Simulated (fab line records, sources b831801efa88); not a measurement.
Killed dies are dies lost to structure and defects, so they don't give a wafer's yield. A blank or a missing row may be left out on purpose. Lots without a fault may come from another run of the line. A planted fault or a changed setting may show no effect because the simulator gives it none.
One fault seen from 2 desks | flow sky130 | each desk has only its own numbers; what lay behind them comes last

THE TOOL OWNER'S DESK: hdpcvd-02
The tool's own readings at SKY_LI_CONTACT_HDPCVD_00 (deposits PSG, target thk 930 nm, time 155 s): means of the sampled wafers that have a number, for each lot that ran on this tool. A lot is out of limits, marked OUT, if its mean lies more than 4 standard deviations from the usual mean; the brackets give that distance.
Columns: A = pressure_mtorr at SKY_LI_CONTACT_HDPCVD_00, usual 5.998 mTorr; B = susceptor_temp_C at SKY_LI_CONTACT_HDPCVD_00, usual 600.0 C
lot  | first seen here | A     | B
L525 | day 27 15:26    | 5.991 | 600.0
L527 | day 28 09:02    | 6.008 | 600.1
L528 | day 29 04:53    | 6.003 | 600.4
L529 | day 29 13:11    | 5.995 | 600.0
L530 | day 30 02:17    | 6.002 | 600.2
L532 | day 30 09:38    | 6.014 | 600.1
L533 | day 30 12:23    | 6.004 | 599.9
L534 | day 31 01:14    | 5.997 | 600.2
L547 | day 35 05:17    | 5.994 | 599.9
This desk's finding: nothing out of limits on any of the 9 lots.

THE METROLOGY DESK
What the gauges read, lot by lot, whatever tool the lot ran on: means of the sampled wafers that have a number. A lot is out of limits, marked OUT, if its mean lies more than 4 standard deviations from the usual mean; the brackets give that distance.
Columns: A = VIA4_W_RS at SKY_VIA4_RS_MEAS_19, usual 0.228 ohm/sq
lot  | first seen here | A
L526 | day 42 09:17    | 0.222
L525 | day 42 14:05    | 0.227
L527 | day 43 04:14    | 0.226
L528 | day 43 19:08    | 0.229
L529 | day 44 04:27    | 0.232
L531 | day 44 09:28    | 0.234
L530 | day 44 11:43    | 0.230
L532 | day 44 17:13    | 0.225
L533 | day 44 21:23    | 0.232
L534 | day 45 07:31    | 0.225
L543 | day 47 13:38    | 0.229
L547 | day 48 11:32    | 0.229
L548 | day 48 16:27    | 0.228
This desk's finding: nothing out of limits on any of the 13 lots.

PUT TOGETHER
The tool owner's desk saw nothing out of limits.
The metrology desk saw nothing out of limits.

WHAT THE SIMULATOR HAD PUT IN
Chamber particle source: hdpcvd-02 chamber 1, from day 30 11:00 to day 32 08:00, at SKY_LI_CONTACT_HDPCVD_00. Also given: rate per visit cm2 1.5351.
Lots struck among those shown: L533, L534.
